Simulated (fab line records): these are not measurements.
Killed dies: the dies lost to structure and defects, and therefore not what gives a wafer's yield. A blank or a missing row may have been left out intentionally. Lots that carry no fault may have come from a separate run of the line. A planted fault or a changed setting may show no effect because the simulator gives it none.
Struck lot and sound lot, side by side | flow sky130 | 15 steps out of a route of 708
Sound: the wafers L834.1, L834.2, L834.6. Wafers L842.1, L842.3, L842.4 were the ones struck. The cause is given at the end.
Order at every step that has rows: each side's tool, ch and its chambers, its first start. Under that, the readings that differ: sound wafers | struck wafers | difference of the means | sigmas: that difference in standard deviations of wafers without a fault.
alike: words and numbers the same on both sides, and readings whose means are apart by under 2 such deviations; not compared: readings that were withheld, readings missing a value for some wafer, numbers with overlapping values and no deviation given by the record, and bounds like >300 which may hide the same value.
The two part at a step that has a row with sigmas, a row that says differs or no value, or rows on one side only. Numbers that don't overlap but have no deviation are shown without sigmas and don't part them. A reading that every wafer of one side lacks parts them only if that side has two wafers or more.

SKY_CONTACT_CMP_27: polishes, stops on SiO2, t overpolish 15 s, target thk 0 nm.
  sound on cmp-02 ch 0,1, day 33 06:04; struck on cmp-01 ch 0,1,3, day 35 22:58
  alike: motor current A, overpolish run s, time to endpoint s
SKY_METAL1_SPUTTER_00: material Ti, target thk 15 nm, time 10 s.
  sound on pvd sputter-01, day 33 06:19; struck on pvd sputter-01, day 35 23:16
  alike: throttle valve pct
SKY_METAL1_SPUTTER_01: material TiN, target thk 20 nm, time 16.7 s.
  sound on pvd sputter-01, day 33 06:21; struck on pvd sputter-01, day 35 23:17
  alike: throttle valve pct
SKY_METAL1_SPUTTER_02: material AlCu, target thk 250 nm, time 13.3 s.
  sound on pvd sputter-01, day 33 06:22; struck on pvd sputter-01, day 35 23:19
  alike: throttle valve pct
SKY_METAL1_SPUTTER_03: material Ti, target thk 5 nm, time 3.3 s.
  sound on pvd sputter-01, day 33 06:24; struck on pvd sputter-01, day 35 23:20
  alike: throttle valve pct
then, 1 step without rows for these wafers: SKY_METAL1_SPUTTER_04 (material TiN, target thk 70 nm, time 58.3 s).
SKY_METAL1_RS_MEAS_05: a four-point-probe measurement.
  sound on film metro-03, day 33 06:28; struck on film metro-01, day 35 23:24
  reading                 | sound                | struck               | difference | sigmas
  METAL1_ALCU_RS (ohm/sq) | 0.1252 0.1244 0.1257 | 0.1289 0.1274 0.1285 | +0.0032    | +2
SKY_METAL1_THK_MEAS_06: measures by xrf.
  sound on film metro-03, day 33 06:35; struck on film metro-01, day 35 23:31
  alike: METAL1_ALCU_THK
then, 4 steps without rows for these wafers: SKY_METAL1_DEHYDRATE_07 (time 60 s); SKY_METAL1_HMDS_08 (prime time 60 s); SKY_METAL1_COAT_09 (resist thk 60 nm); SKY_METAL1_COAT_10 (resist thk 450 nm).
SKY_METAL1_SOFTBAKE_11: time 90 s.
  sound on litho track-03 ch 0, day 33 19:00; struck on litho track-03 ch 0, day 36 12:00
  reading                  | sound                | struck               | difference | sigmas
  heater power total W (W) | 57.44 57.19 57.31    | 58.41 58.41 58.40    | +1.09      | +9
  run length s (s)         | 118.69 118.68 118.67 | 114.08 113.86 113.85 | -4.75      | -19
  alike: resist line temp C
then, 1 step without rows for these wafers: SKY_METAL1_EXPOSE_12 (exposes mask MM1, target cd 140 nm).
-- the record jumps here: 12 days lie between the struck wafers' starts before and after (it left off in module METAL1 and takes up again in module PAD_OPEN, whose first step shown is number 708 of the route) --
SKY_PAD_OPEN_PROBE_99:
  sound on prober-01, day 47 00:23; struck on prober-01, day 48 23:53
  reading                  | sound          | struck         | difference | sigmas
  defect limited yield (%) | 85.4 82.3 86.0 | 79.5 80.5 82.7 | -3.7       | -2
  killed dies              | 72 87 69       | 101 96 85      | +18        | +2
  killed short             | 33 39 29       | 45 50 48       | +14        | +2
  sort_bin_5_function (%)  | 7.5 8.7 6.5    | 13.0 11.2 10.6 | +4.0       | +3
  sort n pass              | 420 405 423    | 391 396 407    | -18        | -2
  sort yield pct (%)       | 85.4 82.3 86.0 | 79.5 80.5 82.7 | -3.7       | -2
  alike: killed_at_M0_to_M3, killed_at_M4_up, killed at contacts, killed at front end, killed at other, killed open, sort_bin_3_pad_short, sort_bin_6_memory
  not compared: model.etest.licon ndiff.rc ohm

WHERE THEY PART
First at SKY_METAL1_RS_MEAS_05; last, within this record, at SKY_PAD_OPEN_PROBE_99.

WHY: whatever the simulator had introduced
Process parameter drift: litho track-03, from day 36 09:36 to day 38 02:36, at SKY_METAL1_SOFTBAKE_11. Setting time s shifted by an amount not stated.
